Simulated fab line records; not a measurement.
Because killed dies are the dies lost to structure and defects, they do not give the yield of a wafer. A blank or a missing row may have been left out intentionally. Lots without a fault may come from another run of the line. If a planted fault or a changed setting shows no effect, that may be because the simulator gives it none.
Problem report in the 8D (eight disciplines) form, filled by code    flow sky130    the parts of the form that need people (team, actions taken, sign-off) are left out

1. WHAT IS WRONG
Wafers without a fault read 119.41 s, standard deviation 0.17; run-length-s at SKY_METAL2_SOFTBAKE_11 reads a mean of 127.92 s on 4 wafers belonging to 3 lots. Measured from the usual mean, that is +50 standard deviations.
The step: time 90 s.
Seen first at day 38 12:00 on litho-track-02, wafer L160.4. Wafers with a number at this step in the record: 37, from 13 lots. Rule for "out" (also "out of limits"): further than 4 standard deviations from the usual mean. The other wafers with a number count as sound.

2. WHAT IT IS AND WHAT IT IS NOT
question                     is                              is not
which readings at this step  run-length-s                    -
which lots                   L160, L161, L162                L148, L149, L151, L153, L156, L163, L164, L166, L168, L170
which wafers of those lots   L160.4, L161.4, L162.1, L162.4  L160.2, L161.5, L161.6
read on which tools          litho-track-02                  litho-track-01, litho-track-03
when                         from day 38 12:00               up to then (16 sound wafers); but 17 sound wafers of L161, L163, L164, L166, L168, L170 came after

3. THE SUSPECTS, EACH WITH WHAT RULES IT OUT
Counting: a tool at a process step up to the reading stays a suspect if it ran every lot that is out. Sound lots after the first of them don't rule it out here, since some wafers of a struck lot are sound.
- litho-track-02 at SKY_METAL2_SOFTBAKE_11 (time 90 s): kept. It ran every lot that is out, first L160 (day 38 12:00); its last sound lot up to then is L153 (day 36 22:00). On those wafers its own readings are out: run-length-s.
Left after counting: litho-track-02 at SKY_METAL2_SOFTBAKE_11.

4. THE CAUSE (what the simulator had put in)
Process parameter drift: litho-track-02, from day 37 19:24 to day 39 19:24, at SKY_METAL2_SOFTBAKE_11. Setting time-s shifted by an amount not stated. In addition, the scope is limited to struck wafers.
Only this tool survived the counting.

5. SEQUENCE OF EFFECTS, ordered by route
Rows list readings where the struck wafers' mean (over those with a number) sits beyond 3 standard deviations from the usual. Scope: only readings with a usual standard deviation given in the record; hours: median across lots of the time from each lot's start at the first step in this table that gives one to its start at this step; sigmas: change in usual standard deviations.
hours  step                    reading       usual     on struck wafers  change  sigmas
0      SKY_METAL2_SOFTBAKE_11  run-length-s  119.41 s  127.92            +8.51   +50
Its process steps:
- SKY_METAL2_SOFTBAKE_11: time 90 s.

6. HOW IT WOULD HAVE BEEN CAUGHT EARLIER
In this record no reading fell out of limits until day 38 12:00, 17 hours after the fault had begun at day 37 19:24.
